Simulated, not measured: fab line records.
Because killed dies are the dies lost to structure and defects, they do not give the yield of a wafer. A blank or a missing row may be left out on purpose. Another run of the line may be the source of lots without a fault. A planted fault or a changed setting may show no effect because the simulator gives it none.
Which of the tools did it? | flow sky130 | 42 wafers from 14 lots sampled at 3 of the route's 708 steps

== WHAT THE GAUGES READ, wafer by wafer ==
SKY_METAL1_OVL_MEAS_16.
lot  | measured     | on         | METAL1_OVL (nm)
L745 | day 33 07:35 | overlay-02 | 7 -1 8
L747 | day 34 01:19 | overlay-02 | -1 -3 1
L749 | day 34 15:04 | overlay-02 | 5 6 8
L750 | day 35 01:31 | overlay-02 | 0 3 6
L751 | day 35 09:30 | overlay-02 | 3 -3 1
L752 | day 35 11:40 | overlay-01 | 4 6 -2
L753 | day 35 17:13 | overlay-02 | 3 -11 -2
L754 | day 36 11:24 | overlay-02 | -2 0 -2
L756 | day 36 21:02 | overlay-01 | 5 10 4
L757 | day 37 08:49 | overlay-02 | 3 -8 1
L758 | day 37 12:29 | overlay-01 | 9 15 10
L759 | day 37 19:31 | overlay-02 | 5 16 7
L762 | day 38 20:31 | overlay-01 | 1 13 3
L764 | day 39 02:10 | overlay-02 | 12 9 3

SKY_VIA1_THK_MEAS_23: measures by xrf.
lot  | measured     | on            | VIA1_W_THK (nm)
L745 | day 34 12:25 | film_metro-04 | 265 265 264
L747 | day 35 06:28 | film_metro-03 | 260 260 262
L749 | day 35 20:21 | film_metro-04 | 270 270 265
L750 | day 36 06:52 | film_metro-04 | 264 260 261
L751 | day 36 15:10 | film_metro-04 | 263 259 263
L752 | day 36 16:52 | film_metro-04 | 266 267 264
L753 | day 36 21:36 | film_metro-04 | 267 267 267
L754 | day 37 16:17 | film_metro-04 | 261 261 259
L756 | day 38 01:13 | film_metro-04 | 256 261 262
L757 | day 38 13:46 | film_metro-03 | 253 253 256
L758 | day 38 17:16 | film_metro-04 | 271 268 264
L759 | day 39 00:23 | film_metro-04 | 261 262 265
L762 | day 39 23:17 | film_metro-03 | 264 261 257
L764 | day 40 06:23 | film_metro-04 | 262 269 268

== TOOL THAT RAN EACH LOT (tool first, then ch and the chambers of the sampled wafers, then the start) ==
lot  | SKY_LDD_N_IMPLANT_11
L745 | implanter-02 ch 0, day 18 06:04
L747 | implanter-02 ch 0, day 19 07:01
L749 | implanter-01 ch 0, day 19 22:35
L750 | implanter-04 ch 0, day 20 10:01
L751 | implanter-01 ch 0, day 20 18:38
L752 | implanter-01 ch 0, day 20 20:59
L753 | implanter-02 ch 0, day 21 03:53
L754 | implanter-04 ch 0, day 21 22:55
L756 | implanter-01 ch 0, day 22 14:11
L757 | implanter-01 ch 0, day 22 22:22
L758 | implanter-02 ch 0, day 23 02:17
L759 | implanter-01 ch 0, day 23 10:50
L762 | implanter-01 ch 0, day 24 16:25
L764 | implanter-04 ch 0, day 25 02:19
- SKY_LDD_N_IMPLANT_11

== AS READ BY THE TOOLS THEMSELVES (means over the sampled wafers that have a number; for cases with no such wafer, the mark the record gives instead) ==
SKY_LDD_N_IMPLANT_11.
lot  | tool         | dose_ions_cm2 | faraday_current_uA
L745 | implanter-02 | 7.504e+13     | 423
L747 | implanter-02 | 7.507e+13     | 430
L749 | implanter-01 | 7.499e+13     | 418
L750 | implanter-04 | 7.502e+13     | 424
L751 | implanter-01 | 7.503e+13     | 421
L752 | implanter-01 | 7.507e+13     | 420
L753 | implanter-02 | 7.503e+13     | 428
L754 | implanter-04 | 7.501e+13     | 413
L756 | implanter-01 | 7.504e+13     | 422
L757 | implanter-01 | 7.490e+13     | 422
L758 | implanter-02 | 7.506e+13     | 428
L759 | implanter-01 | 6.325e+13     | 360
L762 | implanter-01 | 6.325e+13     | 355
L764 | implanter-04 | 7.507e+13     | 423

== THE ANSWER, worked out from the rows above alone ==
Rule: the usual values come from the lots themselves. The widest of any qualifying gaps counts: lots, ordered by their means at a reading, are off when they make up no more than a third of the lots, leave a main group of 4 or more, and stand apart from it by 3 or more times the standard deviation of that group's means. A main group is skipped when, at the precision printed for the reading in the tables above, its means are all equal. A lot without any number at a reading at which 4 lots or more have one is off too. All remaining lots with rows at the step are treated as sound. After the gauges, taken in route order, come the tools' own readings; for these a lot's mean is taken, as printed above. The first step at which some lot is off is used, and at that step the reading that is off furthest; a lot without a number counts as furthest.
Off, at SKY_LDD_N_IMPLANT_11 on dose_ions_cm2: L759, L762. Mean 7.503e+13 and standard deviation 4.5e+10 in the main group.
A tool fits if, at that step or a process step before it, it ran every lot that is off, and no sound lot after the first of them. One candidate fits, namely implanter-01 at SKY_LDD_N_IMPLANT_11. Its last sound lot is L757 (day 22 22:22), its first lot that is off L759 (day 23 10:50): a fault that began between those two fits.
The tool's own readings at SKY_LDD_N_IMPLANT_11 bear it out: on the lots that are off they differ by more than 5 times the standard deviation of the sound lots' means. dose_ions_cm2 reads 6.325e+13 there against 7.503e+13 on the sound lots; faraday_current_uA reads 358 there against 423 on the sound lots.

== WHAT THE SIMULATOR HAD INSERTED ==
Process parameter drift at SKY_LDD_N_IMPLANT_11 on implanter-01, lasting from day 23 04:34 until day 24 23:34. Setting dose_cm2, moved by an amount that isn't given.
Lots struck among those shown: L759, L762. Same finding as the rule above.
